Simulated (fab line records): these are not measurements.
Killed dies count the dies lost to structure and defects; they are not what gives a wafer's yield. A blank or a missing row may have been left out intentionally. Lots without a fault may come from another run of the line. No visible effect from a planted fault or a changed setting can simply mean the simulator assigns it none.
What tool caused it? | flow sky130 | Sampling: 14 lots, 41 wafers, 4 of 708 route steps

WHAT EACH GAUGE READ, for each wafer
SKY_FIELD_ISO_BOW_MEAS_00.
lot  | measured    | on            | INCOMING_BOW (um)
L526 | day 1 10:01 | film-metro-01 | 4 -1 5
L527 | day 1 15:00 | film-metro-03 | -5 -4 5
L528 | day 1 20:00 | film-metro-02 | -3 5 8
L529 | day 2 01:00 | film-metro-01 | 7 1 6
L530 | day 2 06:01 | film-metro-03 | 4 4 21
L534 | day 3 02:00 | film-metro-01 | 15 4 -12
L536 | day 3 12:01 | film-metro-03 | -11 -8 -4
L538 | day 3 22:04 | film-metro-02 | 6 0
L539 | day 4 03:00 | film-metro-02 | -16 5 -9
L540 | day 4 08:00 | film-metro-02 | 4 2 18
L544 | day 5 04:04 | film-metro-02 | 8 1 -8
L545 | day 5 09:02 | film-metro-01 | 7 0 8
L546 | day 5 14:00 | film-metro-03 | 2 -7 -1
L549 | day 6 05:00 | film-metro-02 | -8 -3 -4

SKY_VT_ADJUST_PCH_TW_MEAS_10.
lot  | measured     | on            | VT_ADJUST_PCH_TW
L526 | day 10 15:37 | film-metro-01 | 143.8 144.0 144.1
L527 | day 10 18:21 | film-metro-04 | 142.1 142.3 142.5
L528 | day 11 03:10 | film-metro-04 | 143.1 142.5 142.4
L529 | day 11 09:39 | film-metro-03 | 141.7 140.8 141.5
L530 | day 11 19:29 | film-metro-01 | 143.1 142.6 143.0
L534 | day 13 04:27 | film-metro-03 | 141.9 141.7 142.2
L536 | day 13 21:31 | film-metro-04 | 141.8 141.4 141.6
L538 | day 14 13:14 | film-metro-04 | 141.7 141.7
L539 | day 14 14:01 | film-metro-01 | 142.4 143.0 142.8
L540 | day 15 01:45 | film-metro-04 | 142.0 141.4 141.9
L544 | day 16 04:24 | film-metro-01 | 143.8 143.9 143.1
L545 | day 16 14:11 | film-metro-04 | 142.8 141.9 142.4
L546 | day 16 17:19 | film-metro-01 | 143.5 144.4 143.1
L549 | day 17 18:31 | film-metro-03 | 141.4 142.4 141.2

WHAT TOOL EACH LOT RAN ON (gives the tool, then ch and the chambers of the sampled wafers, and finally the start)
lot  | SKY_FIELD_ISO_CMP_27         | SKY_NWELL_DEVELOP_22
L526 | cmp-02 ch 0,1,3, day 2 11:35 | litho-track-03 ch 0, day 5 09:00
L527 | cmp-01 ch 2,3, day 2 14:50   | litho-track-01 ch 0, day 5 11:00
L528 | cmp-02 ch 0,1,2, day 2 21:51 | litho-track-01 ch 0, day 5 19:00
L529 | cmp-01 ch 0,1,2, day 3 02:53 | litho-track-03 ch 0, day 6 01:00
L530 | cmp-02 ch 0,1,2, day 3 08:43 | litho-track-04 ch 0, day 6 09:00
L534 | cmp-02 ch 2,3, day 4 06:59   | litho-track-04 ch 0, day 7 11:00
L536 | cmp-02 ch 0,2,3, day 4 13:53 | litho-track-03 ch 0, day 7 23:00
L538 | cmp-01 ch 1,3, day 5 03:42   | litho-track-04 ch 0, day 8 13:00
L539 | cmp-01 ch 1,2,3, day 5 05:22 | litho-track-04 ch 0, day 8 14:00
L540 | cmp-01 ch 0,2,3, day 5 10:51 | litho-track-04 ch 0, day 8 22:00
L544 | cmp-02 ch 2,3, day 6 06:30   | litho-track-04 ch 0, day 9 19:00
L545 | cmp-01 ch 1,2,3, day 6 12:39 | litho-track-01, day 10 03:00
L546 | cmp-01 ch 0,1, day 6 16:14   | litho-track-04, day 10 05:00
L549 | cmp-01 ch 1,2,3, day 7 08:11 | litho-track-01 ch 0, day 11 02:00
- SKY_FIELD_ISO_CMP_27: polishes, stops on Si3N4, t overpolish 16 s, target thk 457.8 nm.
- SKY_NWELL_DEVELOP_22: develop time 60 s.

AS READ BY THE TOOLS THEMSELVES (means over the sampled wafers that have a number; for cases with no such wafer, the mark the record gives instead)
SKY_FIELD_ISO_CMP_27.
lot  | tool   | motor-current-A (A) | overpolish-run-s (s) | slurry-flow-ml-min | time-to-endpoint-s (s)
L526 | cmp-02 | 11.6                | 15.999               | 150.1              | 115
L527 | cmp-01 | 11.0                | 16.000               | 150.3              | 115
L528 | cmp-02 | 11.3                | 15.990               | 149.9              | 121
L529 | cmp-01 | 10.9                | 15.997               | 149.9              | 114
L530 | cmp-02 | 11.4                | 15.994               | 150.1              | 116
L534 | cmp-02 | 11.0                | 16.003               | 150.6              | 119
L536 | cmp-02 | 10.4                | 15.998               | 150.2              | 118
L538 | cmp-01 | 11.0                | 15.988               | 150.0              | 120
L539 | cmp-01 | 11.2                | 15.999               | 150.0              | 120
L540 | cmp-01 | 10.8                | 16.000               | 150.0              | 107
L544 | cmp-02 | 11.4                | 15.996               | 150.0              | 116
L545 | cmp-01 | 11.1                | 16.000               | 150.0              | 114
L546 | cmp-01 | 10.3                | 16.004               | 150.0              | 114
L549 | cmp-01 | 11.2                | 16.008               | 150.0              | 120

SKY_NWELL_DEVELOP_22.
lot  | tool           | chill-plate-temp-C (C) | resist-line-temp-C (C)
L526 | litho-track-03 | 22.86                  | 23.04
L527 | litho-track-01 | 23.13                  | 23.00
L528 | litho-track-01 | 23.11                  | 23.02
L529 | litho-track-03 | 22.99                  | 22.89
L530 | litho-track-04 | 22.90                  | 23.02
L534 | litho-track-04 | 23.10                  | 23.01
L536 | litho-track-03 | 23.13                  | 22.98
L538 | litho-track-04 | 23.05                  | 23.00
L539 | litho-track-04 | 22.92                  | 22.88
L540 | litho-track-04 | 23.01                  | 23.06
L544 | litho-track-04 | 23.01                  | 23.04
L545 | litho-track-01 | -                      | -
L546 | litho-track-04 | -                      | -
L549 | litho-track-01 | 22.94                  | 23.09

THE ANSWER, worked out from the rows above alone
Rule: the usual values come from the lots themselves. The widest of any qualifying gaps counts: lots, ordered by their means at a reading, are off when they make up no more than a third of the lots, leave a main group of 4 or more, and stand apart from it by 3 or more times the standard deviation of that group's means. Not used: any main group whose means are identical at the precision the tables above print for the reading. Also off: a lot with no number at a reading for which 4 or more lots have one. All remaining lots with rows at the step are treated as sound. Order of review: gauges by route order, followed by the tools' own readings, for which a lot's mean as printed above is used. The first step at which some lot is off is used, and at that step the reading that is off furthest; a lot without a number counts as furthest.
Off: L545, L546 (SKY_NWELL_DEVELOP_22, chill-plate-temp-C). Without a number there: L545, L546. Main group: mean 23.01 C, sd 0.09.
If a tool, at that step or one of the process steps before it, ran each lot that is off and ran no sound lot following the first of them, it fits. Of those tried, none fits.

WHAT THE SIMULATOR HAD INSERTED
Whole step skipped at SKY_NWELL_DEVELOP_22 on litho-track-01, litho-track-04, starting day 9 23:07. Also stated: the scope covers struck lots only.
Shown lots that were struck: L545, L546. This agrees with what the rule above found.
